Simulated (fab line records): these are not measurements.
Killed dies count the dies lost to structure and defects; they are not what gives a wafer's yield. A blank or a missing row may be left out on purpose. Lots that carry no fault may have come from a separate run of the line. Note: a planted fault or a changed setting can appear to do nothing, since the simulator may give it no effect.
A lot that was struck, set against a sound lot | flow sky130 | 31 steps out of a route of 708
Sound: wafers L112.3, L112.5, L112.6. Wafers struck: L125.1, L125.3. At the end, the cause is stated.
For every step that has rows: the tool of each side, followed by ch and its chambers, followed by its first start. Under that, the readings that differ: sound wafers | struck wafers | difference of the means | sigmas: that difference in standard deviations of wafers without a fault.
alike: readings whose means differ by less than 2 such deviations, and words and numbers that are the same on both sides. not compared: withheld readings, readings that some wafer has no value for, bounds like >300 that may hide the same value, and numbers for which the record gives no deviation and whose values overlap.
A row with sigmas, a row that says differs or no value, or rows on one side alone: a step with any of these is where the two part. Non-overlapping numbers with no deviation appear without sigmas and do not part them. Lack of a reading on every wafer of one side parts them only where that side has two or more wafers.

SKY_LI_CONTACT_OVL_MEAS_13:
  struck on overlay-01, day 34 07:19; sound on overlay-02, day 30 02:46
  alike: LI_CONTACT_OVL
SKY_LI_CONTACT_ETCH_14: etches BARC in N2/H2, stops on SiO2, time 45.9 s, target depth 60 nm.
  sound on rieDiel-01 ch 0,1, day 30 02:47; struck on rieDiel-03 ch 1,2, day 34 07:22
  alike: drypumpMotorCurrentA, oesProductAu, throttleValvePct
  not compared: rfHoursCounterH
SKY_LI_CONTACT_ETCH_15: etches PSG in C4F8/O2/Ar, stops on Si, target depth 600 nm.
  sound on rieDiel-01 ch 0,1, day 30 02:50; struck on rieDiel-03 ch 1,2, day 34 07:24
  alike: oesProductAu
SKY_LI_CONTACT_STRIP_16: strips in O2/N2.
  sound on plasmaAsher-03 ch 0,1, day 30 02:57; struck on plasmaAsher-02 ch 0,1, day 34 07:29
  alike: drypumpMotorCurrentA, o2FlowSccm, oesProductAu, stripTimeToEndpointS
  not compared: rfHoursCounterH
then, 2 steps without rows for these wafers: SKY_LI_CONTACT_CLEAN_17 (cleans in NMP, time 600 s); SKY_LI_CONTACT_PRE_CLEAN_18 (time 5.6 s).
SKY_LI_CONTACT_SPUTTER_19: material Ti, target thk 20 nm, time 106.37 s.
  struck on pvdSputter-01, day 34 07:47; sound on pvdSputter-01, day 30 03:14
  alike: throttleValvePct
SKY_LI_CONTACT_SPUTTER_20: material TiN, target thk 20 nm, time 80 s.
  struck on pvdSputter-01, day 34 07:52; sound on pvdSputter-01, day 30 03:19
  alike: throttleValvePct
then, 1 step without rows for these wafers: SKY_LI_CONTACT_CVD_21 (deposits W, target thk 400 nm, time 120.56 s).
SKY_LI_CONTACT_RS_MEAS_22: a four-point-probe measurement.
  struck on filmMetro-02, day 34 08:02; sound on filmMetro-03, day 30 03:32
reading                  | sound             | struck      | difference | sigmas
LI_CONTACT_W_RS (ohm/sq) | 0.292 0.293 0.291 | 0.285 0.284 | -0.008     | -2
SKY_LI_CONTACT_THK_MEAS_23: measures by xrf.
  struck on filmMetro-02, day 34 08:10; sound on filmMetro-03, day 30 03:38
reading               | sound       | struck  | difference | sigmas
LI_CONTACT_W_THK (nm) | 395 391 398 | 409 412 | +16        | +3
then, 1 step without rows for these wafers: SKY_LI_CONTACT_CMP_24 (polishes, stops on PSG, t overpolish 20 s, target thk 0 nm).
SKY_LOCAL_INTERCONNECT_SPUTTER_00: material TiN, target thk 100 nm, time 83.3 s.
  struck on pvdSputter-02, day 34 08:31; sound on pvdSputter-02, day 30 03:58
reading                                               | sound           | struck     | difference | sigmas
model.TiN_of_LOCAL_INTERCONNECT_SPUTTER_00.thkNm (nm) | 99.25 99.23 100 | 84.04 83.8 | -15.57     | 
  alike: throttleValvePct
SKY_LOCAL_INTERCONNECT_RS_MEAS_01: a four-point-probe measurement.
  struck on filmMetro-03, day 34 08:35; sound on filmMetro-03, day 30 04:05
reading                            | sound             | struck      | difference | sigmas
LOCAL_INTERCONNECT_TIN_RS (ohm/sq) | 14.29 14.26 14.15 | 16.98 17.06 | +2.79      | +20
SKY_LOCAL_INTERCONNECT_THK_MEAS_02: measures by xrf.
  struck on filmMetro-03, day 34 08:43; sound on filmMetro-03, day 30 04:11
reading                         | sound             | struck    | difference | sigmas
LOCAL_INTERCONNECT_TIN_THK (nm) | 100.3 100.5 101.2 | 85.1 85.1 | -15.6      | -16
then, 8 steps without rows for these wafers: SKY_LOCAL_INTERCONNECT_DEHYDRATE_03 (time 60 s); SKY_LOCAL_INTERCONNECT_HMDS_04 (prime time 60 s); SKY_LOCAL_INTERCONNECT_COAT_05 (resist thk 60 nm); SKY_LOCAL_INTERCONNECT_COAT_06 (resist thk 450 nm); SKY_LOCAL_INTERCONNECT_SOFTBAKE_07 (time 90 s); SKY_LOCAL_INTERCONNECT_EXPOSE_08 (exposes mask LI1M, target cd 170 nm); SKY_LOCAL_INTERCONNECT_PEB_09; SKY_LOCAL_INTERCONNECT_DEVELOP_10 (develop time 60 s).
SKY_LOCAL_INTERCONNECT_CD_MEAS_11 targets a cd of 170 nm.
  struck on cdSem-01, day 35 11:46; sound on cdSem-02, day 31 08:03
  alike: cdNm
SKY_LOCAL_INTERCONNECT_OVL_MEAS_12:
  struck on overlay-02, day 35 11:53; sound on overlay-02, day 31 08:09
  alike: LOCAL_INTERCONNECT_OVL
then, 1 step without rows for these wafers: SKY_LOCAL_INTERCONNECT_ETCH_13 (etches BARC in N2/H2, stops on SiO2, time 45.9 s, target depth 60 nm).
SKY_LOCAL_INTERCONNECT_METAL_ETCH_14: etches TiN in Cl2/BCl3, stops on PSG, target depth 110 nm, time 31.4 s.
  sound on rieMetal-04 ch 0,1, day 31 08:15; struck on rieMetal-01 ch 0,1, day 35 11:59
reading              | sound                | struck        | difference | sigmas
oesProductAu (a.u.)  | 0.939 0.944 0.942    | 0.850 0.851   | -0.091     | -13
throttleValvePct (%) | 21.917 21.906 21.911 | 21.943 21.978 | +0.049     | +5
  alike: drypumpMotorCurrentA
  not compared: rfHoursCounterH
then, 1 step without rows for these wafers: SKY_LOCAL_INTERCONNECT_STRIP_15 (strips in O2/N2).
SKY_LOCAL_INTERCONNECT_STRIP_16: strips in post etch residue remover, time 1200 s.
  sound on wetBench-01 ch 2, day 31 08:23; struck on wetBench-01 ch 3, day 35 12:08
reading                                               | sound            | struck      | difference | sigmas
model.TiN_of_LOCAL_INTERCONNECT_SPUTTER_00.thkNm (nm) | 98.83 98.81 99.6 | 83.62 83.39 | -15.58     | 
then, 1 step without rows for these wafers: SKY_LOCAL_INTERCONNECT_CLEAN_17 (cleans in IPA, time 180 s).
-- the record jumps here: 14 days lie between the struck wafers' starts before and after (it left off in module LOCAL_INTERCONNECT and takes up again in module PAD_OPEN, whose first step shown is number 708 of the route) --
SKY_PAD_OPEN_PROBE_99:
  struck on prober-01, day 49 13:58; sound on prober-02, day 46 13:07
reading                     | sound            | struck      | difference | sigmas
model.etest.resLi.lineOhmUm | 76.4 76.23 74.5  | 89.91 89.79 | +14.14     | 
model.etest.resLi.rsOhmSq   | 12.94 12.88 12.8 | 15.24 15.31 | +2.40      | 
model.etest.mconChain.rcOhm | 16.9 16.54 16.74 | 18.2 17.71  | +1.2       | 
  alike: killed_at_M0_to_M3, killed_at_M4_up, killedAtContacts, killedAtFrontEnd, killedAtOther, killedDies, killedOpen, killedShort

## WHERE THEY PART
At SKY_LI_CONTACT_RS_MEAS_22 first; at SKY_LOCAL_INTERCONNECT_METAL_ETCH_14 last (within this record only). Later steps at which nothing parts them and some readings are alike: SKY_PAD_OPEN_PROBE_99.

WHY: the cause the simulator had injected
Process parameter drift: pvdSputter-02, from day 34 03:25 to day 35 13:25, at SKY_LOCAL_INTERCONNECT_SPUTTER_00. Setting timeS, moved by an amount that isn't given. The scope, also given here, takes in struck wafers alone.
